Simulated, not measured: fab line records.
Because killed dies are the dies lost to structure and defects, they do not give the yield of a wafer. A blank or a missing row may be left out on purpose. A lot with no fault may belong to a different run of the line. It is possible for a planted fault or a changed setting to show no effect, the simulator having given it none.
Which tool is to blame? || flow gf180mcu || 14 lots, 42 wafers sampled, at 4 steps of a route of 602

WHAT THE GAUGES SHOWED, per wafer
GF_VT_IMPLANT_OVL_MEAS_29.
{"lot": "L969", "measured": "day 6 18:05", "on": "overlay-01", "VT_IMPLANT_02_OVL (nm)": "-0.8 -0.7 -1.5"}
{"lot": "L970", "measured": "day 7 12:35", "on": "overlay-02", "VT_IMPLANT_02_OVL (nm)": "0.5 -0.6 2.2"}
{"lot": "L971", "measured": "day 7 19:41", "on": "overlay-02", "VT_IMPLANT_02_OVL (nm)": "-1.6 0.4 -0.7"}
{"lot": "L972", "measured": "day 7 20:20", "on": "overlay-01", "VT_IMPLANT_02_OVL (nm)": "2.4 0.5 2.3"}
{"lot": "L974", "measured": "day 8 06:51", "on": "overlay-01", "VT_IMPLANT_02_OVL (nm)": "0.9 0.4 -0.8"}
{"lot": "L975", "measured": "day 8 14:14", "on": "overlay-02", "VT_IMPLANT_02_OVL (nm)": "-1.5 1.8 0.4"}
{"lot": "L978", "measured": "day 9 10:18", "on": "overlay-01", "VT_IMPLANT_02_OVL (nm)": "-1.6 0.7 -1.6"}
{"lot": "L980", "measured": "day 9 21:07", "on": "overlay-02", "VT_IMPLANT_02_OVL (nm)": "-1.0 1.0 0.5"}
{"lot": "L982", "measured": "day 10 15:29", "on": "overlay-02", "VT_IMPLANT_02_OVL (nm)": "1.3 1.3 -0.4"}
{"lot": "L983", "measured": "day 10 21:00", "on": "overlay-02", "VT_IMPLANT_02_OVL (nm)": "0.4 1.3 -0.5"}
{"lot": "L986", "measured": "day 11 18:52", "on": "overlay-02", "VT_IMPLANT_02_OVL (nm)": "0.0 0.2 0.1"}
{"lot": "L987", "measured": "day 12 03:20", "on": "overlay-02", "VT_IMPLANT_02_OVL (nm)": "0.6 0.2 -1.0"}
{"lot": "L988", "measured": "day 12 07:54", "on": "overlay-01", "VT_IMPLANT_02_OVL (nm)": "-0.3 -1.8 -0.3"}
{"lot": "L989", "measured": "day 12 13:59", "on": "overlay-02", "VT_IMPLANT_02_OVL (nm)": "1.0 0.0 0.1"}

GF_POLY_GATE_CD_MEAS_10: target cd 280 nm.
{"lot": "L969", "measured": "day 8 23:26", "on": "cdSem-01", "cdNm (nm)": "281.0 280.9 280.1"}
{"lot": "L970", "measured": "day 9 22:32", "on": "cdSem-02", "cdNm (nm)": "281.0 279.7 280.9"}
{"lot": "L971", "measured": "day 10 05:40", "on": "cdSem-01", "cdNm (nm)": "282.0 281.0 280.0"}
{"lot": "L972", "measured": "day 10 05:52", "on": "cdSem-01", "cdNm (nm)": "280.5 281.2 281.7"}
{"lot": "L974", "measured": "day 10 16:13", "on": "cdSem-01", "cdNm (nm)": "279.2 279.8 280.4"}
{"lot": "L975", "measured": "day 10 22:59", "on": "cdSem-01", "cdNm (nm)": "278.9 278.1 277.4"}
{"lot": "L978", "measured": "day 11 23:37", "on": "cdSem-01", "cdNm (nm)": "280.9 281.9 281.8"}
{"lot": "L980", "measured": "day 12 12:05", "on": "cdSem-02", "cdNm (nm)": "281.0 281.2 280.8"}
{"lot": "L982", "measured": "day 13 06:56", "on": "cdSem-02", "cdNm (nm)": "270.2 271.5 271.9"}
{"lot": "L983", "measured": "day 13 12:52", "on": "cdSem-01", "cdNm (nm)": "271.4 272.0 273.6"}
{"lot": "L986", "measured": "day 14 14:04", "on": "cdSem-02", "cdNm (nm)": "282.1 282.1 281.1"}
{"lot": "L987", "measured": "day 14 23:49", "on": "cdSem-02", "cdNm (nm)": "278.9 278.6 279.2"}
{"lot": "L988", "measured": "day 15 04:54", "on": "cdSem-02", "cdNm (nm)": "280.7 279.8 280.8"}
{"lot": "L989", "measured": "day 15 09:01", "on": "cdSem-02", "cdNm (nm)": "278.3 278.3 279.6"}

GF_HV_LDD_OVL_MEAS_32.
{"lot": "L969", "measured": "day 11 05:42", "on": "overlay-02", "HV_LDD_02_OVL (nm)": "-1.3 -2.1 -0.1"}
{"lot": "L970", "measured": "day 12 07:23", "on": "overlay-02", "HV_LDD_02_OVL (nm)": "-0.5 -0.3 -2.0"}
{"lot": "L971", "measured": "day 12 15:41", "on": "overlay-01", "HV_LDD_02_OVL (nm)": "-1.0 -2.7 -1.5"}
{"lot": "L972", "measured": "day 12 16:37", "on": "overlay-01", "HV_LDD_02_OVL (nm)": "0.2 0.3 -0.2"}
{"lot": "L974", "measured": "day 13 05:34", "on": "overlay-02", "HV_LDD_02_OVL (nm)": "-4.7 -4.6 -2.2"}
{"lot": "L975", "measured": "day 13 11:52", "on": "overlay-02", "HV_LDD_02_OVL (nm)": "-0.6 -1.8 -0.5"}
{"lot": "L978", "measured": "day 14 15:23", "on": "overlay-01", "HV_LDD_02_OVL (nm)": "0.5 -0.8 -0.3"}
{"lot": "L980", "measured": "day 15 04:31", "on": "overlay-01", "HV_LDD_02_OVL (nm)": "-0.6 -1.3 -1.9"}
{"lot": "L982", "measured": "day 16 01:28", "on": "overlay-01", "HV_LDD_02_OVL (nm)": "0.2 -2.1 -1.9"}
{"lot": "L983", "measured": "day 16 05:38", "on": "overlay-02", "HV_LDD_02_OVL (nm)": "-3.0 -1.0 -0.4"}
{"lot": "L986", "measured": "day 17 09:11", "on": "overlay-01", "HV_LDD_02_OVL (nm)": "-2.5 -1.4 -2.5"}
{"lot": "L987", "measured": "day 17 21:05", "on": "overlay-01", "HV_LDD_02_OVL (nm)": "-1.9 -2.3 -2.8"}
{"lot": "L988", "measured": "day 18 03:03", "on": "overlay-01", "HV_LDD_02_OVL (nm)": "0.6 2.4 1.4"}
{"lot": "L989", "measured": "day 18 08:32", "on": "overlay-02", "HV_LDD_02_OVL (nm)": "-2.2 -4.2 -2.6"}

EACH LOT AND THE TOOL THAT RAN IT (in order: tool; ch and the chambers of the sampled wafers; start)
{"lot": "L969", "GF_POLY_GATE_SOFTBAKE_06": "lithoTrack-03 ch 0, day 8 16:00"}
{"lot": "L970", "GF_POLY_GATE_SOFTBAKE_06": "lithoTrack-02 ch 0, day 9 13:00"}
{"lot": "L971", "GF_POLY_GATE_SOFTBAKE_06": "lithoTrack-03 ch 0, day 9 20:00"}
{"lot": "L972", "GF_POLY_GATE_SOFTBAKE_06": "lithoTrack-04 ch 0, day 9 20:00"}
{"lot": "L974", "GF_POLY_GATE_SOFTBAKE_06": "lithoTrack-04 ch 0, day 10 07:00"}
{"lot": "L975", "GF_POLY_GATE_SOFTBAKE_06": "lithoTrack-03 ch 0, day 10 13:00"}
{"lot": "L978", "GF_POLY_GATE_SOFTBAKE_06": "lithoTrack-03 ch 0, day 11 13:00"}
{"lot": "L980", "GF_POLY_GATE_SOFTBAKE_06": "lithoTrack-02 ch 0, day 12 02:00"}
{"lot": "L982", "GF_POLY_GATE_SOFTBAKE_06": "lithoTrack-04 ch 0, day 12 21:00"}
{"lot": "L983", "GF_POLY_GATE_SOFTBAKE_06": "lithoTrack-04 ch 0, day 13 02:00"}
{"lot": "L986", "GF_POLY_GATE_SOFTBAKE_06": "lithoTrack-03 ch 0, day 14 02:00"}
{"lot": "L987", "GF_POLY_GATE_SOFTBAKE_06": "lithoTrack-03 ch 0, day 14 13:00"}
{"lot": "L988", "GF_POLY_GATE_SOFTBAKE_06": "lithoTrack-03 ch 0, day 14 18:00"}
{"lot": "L989", "GF_POLY_GATE_SOFTBAKE_06": "lithoTrack-02 ch 0, day 14 22:00"}
- GF_POLY_GATE_SOFTBAKE_06: time 60 s.

AS READ BY THE TOOLS THEMSELVES (means over the sampled wafers that have a number; for cases with no such wafer, the mark the record gives instead)
GF_POLY_GATE_SOFTBAKE_06.
{"lot": "L969", "tool": "lithoTrack-03", "heaterPowerTotalW (W)": 93.08, "plateTempC (C)": 129.95}
{"lot": "L970", "tool": "lithoTrack-02", "heaterPowerTotalW (W)": 93.07, "plateTempC (C)": 129.96}
{"lot": "L971", "tool": "lithoTrack-03", "heaterPowerTotalW (W)": 93.05, "plateTempC (C)": 130.10}
{"lot": "L972", "tool": "lithoTrack-04", "heaterPowerTotalW (W)": 93.03, "plateTempC (C)": 129.93}
{"lot": "L974", "tool": "lithoTrack-04", "heaterPowerTotalW (W)": 93.04, "plateTempC (C)": 130.04}
{"lot": "L975", "tool": "lithoTrack-03", "heaterPowerTotalW (W)": 93.06, "plateTempC (C)": 129.96}
{"lot": "L978", "tool": "lithoTrack-03", "heaterPowerTotalW (W)": 93.07, "plateTempC (C)": 129.90}
{"lot": "L980", "tool": "lithoTrack-02", "heaterPowerTotalW (W)": 92.99, "plateTempC (C)": 129.93}
{"lot": "L982", "tool": "lithoTrack-04", "heaterPowerTotalW (W)": 95.44, "plateTempC (C)": 132.54}
{"lot": "L983", "tool": "lithoTrack-04", "heaterPowerTotalW (W)": 95.42, "plateTempC (C)": 132.66}
{"lot": "L986", "tool": "lithoTrack-03", "heaterPowerTotalW (W)": 93.05, "plateTempC (C)": 129.94}
{"lot": "L987", "tool": "lithoTrack-03", "heaterPowerTotalW (W)": 93.06, "plateTempC (C)": 129.94}
{"lot": "L988", "tool": "lithoTrack-03", "heaterPowerTotalW (W)": 93.07, "plateTempC (C)": 129.96}
{"lot": "L989", "tool": "lithoTrack-02", "heaterPowerTotalW (W)": 93.10, "plateTempC (C)": 129.98}

THE ANSWER, worked out from the rows above alone
Rule: what is usual is taken from the lots themselves. The widest of any qualifying gaps counts: lots, ordered by their means at a reading, are off when they make up no more than a third of the lots, leave a main group of 4 or more, and stand apart from it by 3 or more times the standard deviation of that group's means. The tables above print the reading to a certain number of digits; a main group whose means all agree to those digits is not used. Also off: a lot with no number at a reading for which 4 or more lots have one. Where the step has rows for the other lots, those lots are counted as sound. First the gauges in route order, then the tools' own readings, where a lot's mean is used as printed above. The first step at which some lot is off is used, and at that step the reading that is off furthest; a lot without a number counts as furthest.
Off: L982, L983, at GF_POLY_GATE_CD_MEAS_10 (cdNm). Mean 280.3 nm and standard deviation 1.1 in the main group.
If a tool, at a process step before that reading, ran all the lots that are off and no sound lot after the first of them, it fits. The gauges at GF_POLY_GATE_CD_MEAS_10 aren't tried: what is off there is off at GF_POLY_GATE_SOFTBAKE_06 too, on other tools, and a gauge's error can't cause that. One fits: GF_POLY_GATE_SOFTBAKE_06 on lithoTrack-04. A fault onset in the window from L974 (day 10 07:00, its last sound lot) to L982 (day 12 21:00, its first lot off) fits.
The tool's own readings at GF_POLY_GATE_SOFTBAKE_06 bear it out: on the lots that are off they differ by more than 5 times the standard deviation of the sound lots' means. heaterPowerTotalW reads 95.43 W there against 93.06 W on the sound lots; plateTempC reads 132.60 C there against 129.97 C on the sound lots.

WHAT THE SIMULATOR HAD INSERTED
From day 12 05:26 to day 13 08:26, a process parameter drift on lithoTrack-04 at GF_POLY_GATE_SOFTBAKE_06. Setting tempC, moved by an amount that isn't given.
Lots struck among those shown: L982, L983. Same finding as the rule above.
